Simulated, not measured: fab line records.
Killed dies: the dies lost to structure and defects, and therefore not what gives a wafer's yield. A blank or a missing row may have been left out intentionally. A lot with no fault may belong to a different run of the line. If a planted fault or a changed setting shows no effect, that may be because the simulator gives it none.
One fault seen from 2 desks    flow gf180mcu    every desk sees just its own numbers, and what lay behind them comes last

== FOR THE TOOL OWNER'S DESK: cmp-02 ==
The tool's own readings at GF_CONTACT_CMP_04 (polishes SiO2): means of the sampled wafers that have a number, for each lot that ran on this tool. If a lot's mean is further than 4 standard deviations from the usual mean, the lot is out of limits and carries the mark OUT (the distance appears in the brackets).
Columns: A = motorCurrentA at GF_CONTACT_CMP_04, usual 12.6 A; B = slurryFlowMlMin at GF_CONTACT_CMP_04, usual 150.0; C = timeToEndpointS at GF_CONTACT_CMP_04, usual 104 s
lot   first seen here  A     B      C
L818  day 15 22:26     12.1  150.1  104
L820  day 16 20:04     11.8  149.8  109
L821  day 17 03:14     12.6  149.9  108
L822  day 17 11:06     12.2  150.4  123
L823  day 17 19:34     12.5  149.5  121
L824  day 18 02:40     12.4  149.7  113
L831  day 20 16:28     12.1  150.3  99
L833  day 21 07:01     11.5  150.1  101
L834  day 21 19:56     12.3  150.4  100
L837  day 22 18:16     12.5  150.0  105
L839  day 23 03:19     11.9  149.8  106
This desk's finding: nothing out of limits on any of the 11 lots.

== THE METROLOGY DESK ==
Lot by lot, what the gauges showed, no matter which tool ran the lot: averages of those sampled wafers that carry a number. If a lot's mean is further than 4 standard deviations from the usual mean, the lot is out of limits and carries the mark OUT (the distance appears in the brackets).
Columns: A = SALICIDE_TIN_THK at GF_SALICIDE_THK_MEAS_05, usual 19.0 nm; B = CONTACT_BOW at GF_CONTACT_BOW_MEAS_05, usual 64 um
lot   first seen here  A     B
L818  day 15 21:43     18.3  62
L820  day 16 19:25     19.1  71
L821  day 17 02:35     19.2  54
L822  day 17 10:23     19.3  74
L823  day 17 18:58     18.6  66
L824  day 18 01:59     18.7  57
L831  day 20 15:50     18.7  63
L833  day 21 06:24     19.1  69
L834  day 21 19:14     18.9  69
L837  day 22 17:16     18.5  76
L839  day 23 02:38     18.6  68
This desk's finding: nothing out of limits on any of the 11 lots.

== PUT TOGETHER ==
Nothing out of limits was seen by the tool owner's desk.
Nothing out of limits was seen by the metrology desk.

== WHAT THE SIMULATOR HAD PUT IN ==
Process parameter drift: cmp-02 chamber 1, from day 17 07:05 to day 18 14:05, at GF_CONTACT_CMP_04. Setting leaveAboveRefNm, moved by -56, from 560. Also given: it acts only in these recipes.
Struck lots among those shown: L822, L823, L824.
